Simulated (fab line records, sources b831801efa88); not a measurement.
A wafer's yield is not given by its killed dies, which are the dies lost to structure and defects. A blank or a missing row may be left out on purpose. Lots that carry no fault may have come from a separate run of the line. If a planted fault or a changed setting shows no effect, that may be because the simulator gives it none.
2 desks, one fault ; flow sky130 ; each desk has only its own numbers; what lay behind them comes last

== TOOL OWNER'S DESK, implanter-01 ==
For each lot that ran on this tool, the mean over its sampled wafers that have a number, from the tool's own readings at SKY_NWELL_IMPLANT_12. Any lot whose mean is over 4 standard deviations away from the usual mean is out of limits and marked OUT; that distance is given in the brackets.
Columns: A = beamEnergyKeV at SKY_NWELL_IMPLANT_12, usual 120.00
lot;first seen here;A
L750;day 5 00:14;120.03
L751;day 5 04:40;120.02
L753;day 5 17:38;119.97
L758;day 6 23:00;114.40 (-99 or more) OUT
L759;day 7 03:28;114.45 (-99 or more) OUT
L761;day 8 01:52;114.39 (-99 or more) OUT
L770;day 10 20:25;120.00
This desk's verdict: out of limits on L758, L759, L761, starting with L758 at day 6 23:00 (beamEnergyKeV at SKY_NWELL_IMPLANT_12). L750, L751, L753, L770 stayed within limits.

== THE METROLOGY DESK ==
What the gauges read for every lot (on any tool): the sampled wafers with a number, averaged. Any lot whose mean is over 4 standard deviations away from the usual mean is out of limits and marked OUT; that distance is given in the brackets.
Columns: A = VT_ADJUST_HVTR_OVL at SKY_VT_ADJUST_HVTR_OVL_MEAS_08, usual -0.7 nm; B = LDD_N_OVL at SKY_LDD_N_OVL_MEAS_07, usual -1.2 nm
lot;first seen here;A;B
L750;day 9 15:28;1.5;-0.8
L751;day 9 20:58;-1.0;0.1
L753;day 10 13:46;0.2;-0.2
L754;day 10 22:28;-2.0;-0.7
L757;day 11 21:18;-1.3;0.0
L758;day 12 06:14;1.1;-2.4
L759;day 12 12:46;-0.9;-0.4
L761;day 13 19:43;-0.5;-1.8
L765;day 15 11:19;1.2;-3.3
L766;day 15 23:31;-2.3;-0.4
L769;day 16 12:26;-0.6;-2.0
L771;day 17 09:46;-1.2;-1.5
L770;day 17 11:40;0.4;-3.0
This desk's finding: nothing out of limits on any of the 13 lots.

== BROUGHT TOGETHER ==
At day 6 23:00, on L758, L759, L761, the tool owner's desk was in a position to raise an alarm.
The metrology desk saw nothing out of limits.
The metrology desk has L758, L759, L761 on record, within its limits.
Every lot named ran SKY_NWELL_IMPLANT_12 on implanter-01.

== WHAT THE SIMULATOR HAD INSERTED ==
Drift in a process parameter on implanter-01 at SKY_NWELL_IMPLANT_12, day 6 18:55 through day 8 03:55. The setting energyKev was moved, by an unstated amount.
Shown lots that were struck: L758, L759, L761.
Each desk's first reading out of limits, in hours after the fault started: the tool owner's desk, 4.
